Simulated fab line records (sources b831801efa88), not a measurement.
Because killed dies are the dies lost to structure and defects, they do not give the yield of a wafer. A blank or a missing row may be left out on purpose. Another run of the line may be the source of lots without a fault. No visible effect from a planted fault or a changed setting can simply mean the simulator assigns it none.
Which tool is to blame?	flow sky130	Sampling: 11 lots, 33 wafers, 3 of 708 route steps

== WHAT THE GAUGES SHOWED, per wafer ==
SKY_LI_CONTACT_RS_MEAS_22: measures by four-point-probe.
lot	measured	on	LI_CONTACT_W_RS (ohm/sq)
L131	day 28 23:39	film-metro-02	0.284 0.287 0.284
L132	day 30 03:20	film-metro-03	0.282 0.282 0.277
L134	day 30 06:49	film-metro-03	0.283 0.274 0.275
L137	day 31 10:49	film-metro-02	0.286 0.285 0.280
L144	day 33 17:37	film-metro-03	0.283 0.202 0.202 0.283 0.202 0.202
L145	day 34 00:45	film-metro-03	0.279 0.200 0.283 0.279 0.201 0.283
L146	day 34 03:32	film-metro-03	0.199 0.279 0.200 0.199 0.279 0.200
L152	day 35 21:15	film-metro-02	0.291 0.288 0.283
L151	day 36 06:28	film-metro-02	0.290 0.293 0.289
L153	day 36 12:57	film-metro-02	0.288 0.292 0.287
L154	day 36 17:05	film-metro-02	0.287 0.285 0.290

== TOOL THAT RAN EACH LOT (tool first, then ch and the chambers of the sampled wafers, then the start) ==
lot	SKY_LI_CONTACT_ETCH_14	SKY_LI_CONTACT_CVD_21
L131	rie-diel-02 ch 1,2,3, day 28 22:56	cvd-w-01 ch 1, day 28 23:30
L132	rie-diel-03 ch 0,1,3, day 30 02:40	cvd-w-02 ch 0,1, day 30 03:13
L134	rie-diel-02 ch 0,3, day 30 06:05	cvd-w-02 ch 0,1, day 30 06:40
L137	rie-diel-04 ch 1,2,3, day 31 10:08	cvd-w-02 ch 0,1, day 31 10:41
L144	rie-diel-03 ch 0,2, day 33 16:56	cvd-w-02 ch 0,1, day 33 17:29
L145	rie-diel-03 ch 0,1,2, day 34 00:04	cvd-w-02 ch 0,1, day 34 00:37
L146	rie-diel-02 ch 0,2,3, day 34 02:50	cvd-w-02 ch 0,1, day 34 03:25
L152	rie-diel-03 ch 0,1, day 35 20:34	cvd-w-01 ch 0,1, day 35 21:07
L151	rie-diel-02 ch 0,3, day 36 05:46	cvd-w-01 ch 1, day 36 06:20
L153	rie-diel-04 ch 1,2,3, day 36 12:13	cvd-w-01 ch 0,1, day 36 12:48
L154	rie-diel-03 ch 0,1,3, day 36 16:23	cvd-w-01 ch 0,1, day 36 16:56
- SKY_LI_CONTACT_ETCH_14: etches BARC in N2/H2, stops on SiO2, time 45.9 s, target depth 60 nm.
- SKY_LI_CONTACT_CVD_21: deposits W, target thk 400 nm, time 120.56 s.

== THE ANSWER, worked out from the rows above alone ==
Rule: what is usual is taken from the lots themselves. The widest of any qualifying gaps counts: lots, ordered by their means at a reading, are off when they make up no more than a third of the lots, leave a main group of 4 or more, and stand apart from it by 3 or more times the standard deviation of that group's means. A main group whose means are all the same, to the digits that the tables above print for the reading, isn't used. Also off: a lot with no number at a reading for which 4 or more lots have one. Any other lot the step has rows for is counted as sound.
Off: at SKY_LI_CONTACT_RS_MEAS_22 (LI_CONTACT_W_RS), L144, L145, L146. Main group: mean 0.285 ohm/sq, sd 0.0042.
A tool fits if, at a process step before that reading, it ran every lot that is off, and no sound lot after the first of them. The gauges at SKY_LI_CONTACT_RS_MEAS_22 are tried like those tools. Undecided on this evidence; 2 tools fit (cvd-w-02 at SKY_LI_CONTACT_CVD_21, film-metro-03 at SKY_LI_CONTACT_RS_MEAS_22).

== WHAT THE SIMULATOR PUT IN ==
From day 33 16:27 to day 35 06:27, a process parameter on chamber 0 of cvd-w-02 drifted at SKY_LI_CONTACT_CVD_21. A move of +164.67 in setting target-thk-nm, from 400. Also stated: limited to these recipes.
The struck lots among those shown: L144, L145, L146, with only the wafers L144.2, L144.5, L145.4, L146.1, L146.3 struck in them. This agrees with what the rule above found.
